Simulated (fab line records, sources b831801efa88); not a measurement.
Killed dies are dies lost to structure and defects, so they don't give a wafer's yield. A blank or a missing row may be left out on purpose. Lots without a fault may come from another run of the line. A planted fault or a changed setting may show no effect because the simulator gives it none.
A struck lot beside a sound one | flow sky130 | 21 steps out of a route of 708
Sound: wafers L105.2, L105.3, L105.5. Struck: wafers L110.2, L110.3, L110.6. The cause comes at the end.
At each step with rows: each side's tool, then ch and its chambers, then its first start. Under that, the readings that differ: sound wafers | struck wafers | difference of the means | sigmas: that difference in standard deviations of wafers without a fault.
alike: readings whose means differ by less than 2 such deviations, and words and numbers that are the same on both sides. not compared: withheld readings, readings that some wafer has no value for, bounds like >300 that may hide the same value, and numbers for which the record gives no deviation and whose values overlap.
The two part at a step that has a row with sigmas, a row that says differs or no value, or rows on one side only. Numbers that don't overlap but have no deviation are shown without sigmas and don't part them. A reading that every wafer of one side lacks parts them only if that side has two wafers or more.

SKY_POLY_GATE_CD_MEAS_22:
  sound on cd_sem-01, day 19 09:30; struck on cd_sem-02, day 20 21:32
  reading    | sound             | struck            | difference | sigmas
  cd_nm (nm) | 148.1 144.5 144.1 | 147.9 155.1 149.5 | +5.3       | +2
then, 7 steps without rows for these wafers: SKY_LDD_N_DEHYDRATE_00 (time 60 s); SKY_LDD_N_HMDS_01 (prime time 60 s); SKY_LDD_N_COAT_02 (resist thk 300 nm); SKY_LDD_N_SOFTBAKE_03 (time 60 s); SKY_LDD_N_EXPOSE_04 (exposes mask NTM, target cd 840 nm); SKY_LDD_N_PEB_05; SKY_LDD_N_DEVELOP_06 (develop time 60 s).
SKY_LDD_N_OVL_MEAS_07:
  sound on overlay-02, day 20 16:40; struck on overlay-02, day 22 05:01
  alike: LDD_N_OVL
then, 3 steps without rows for these wafers: SKY_LDD_N_IMPLANT_08; SKY_LDD_N_IMPLANT_09; SKY_LDD_N_IMPLANT_10.
SKY_LDD_N_IMPLANT_11:
  sound on implanter-01 ch 0, day 20 17:11; struck on implanter-02 ch 0, day 22 05:50
  alike: beam_energy_keV, end_station_pressure_torr
then, 4 steps without rows for these wafers: SKY_LDD_N_IMPLANT_12; SKY_LDD_N_IMPLANT_13; SKY_LDD_N_IMPLANT_14; SKY_LDD_N_IMPLANT_15.
SKY_LDD_N_STRIP_16: strips in O2/N2.
  sound on plasma_asher-03 ch 1, day 20 17:54; struck on plasma_asher-03 ch 0,1, day 22 06:34
  reading                      | sound             | struck            | difference | sigmas
  strip_time_to_endpoint_s (s) | 4.314 4.329 4.314 | 4.546 4.549 4.511 | +0.216     | +18
  alike: drypump_motor_current_A, n2_flow_sccm, oes_product_au
  not compared: rf_hours_counter_h
SKY_LDD_N_TW_MEAS_17:
  sound on film_metro-03, day 20 18:01; struck on film_metro-03, day 22 06:41
  reading  | sound          | struck         | difference | sigmas
  LDD_N_TW | 2609 2627 2623 | 2708 2697 2699 | +82        | +5
then, 1 step without rows for these wafers: SKY_LDD_P_DEHYDRATE_00 (time 60 s).
-- the record jumps here: 27 days lie between the struck wafers' starts before and after (it left off in module LDD_P and takes up again in module PAD_OPEN, whose first step shown is number 708 of the route) --
SKY_PAD_OPEN_PROBE_99:
  sound on prober-01, day 48 05:38; struck on prober-02, day 48 20:22
  reading                     | sound             | struck            | difference | sigmas
  model.etest.tip_n.rs_ohm_sq | 440.1 442.1 439.8 | 384.1 385.8 384.3 | -55.9      |
  alike: killed_at_M0_to_M3, killed_at_M4_up, killed_at_contacts, killed_at_front_end, killed_at_other, killed_dies, killed_on_rim, killed_open, killed_short
  not compared: model.etest.nfet_01v8_lvt.vt_sat_v, model.etest.nfet_01v8_turned.vt_sat_v

WHERE THEY PART
First at SKY_POLY_GATE_CD_MEAS_22; last, within this record, at SKY_LDD_N_TW_MEAS_17. Later steps at which nothing parts them and some readings are alike: SKY_PAD_OPEN_PROBE_99.

WHY: what the simulator had put in
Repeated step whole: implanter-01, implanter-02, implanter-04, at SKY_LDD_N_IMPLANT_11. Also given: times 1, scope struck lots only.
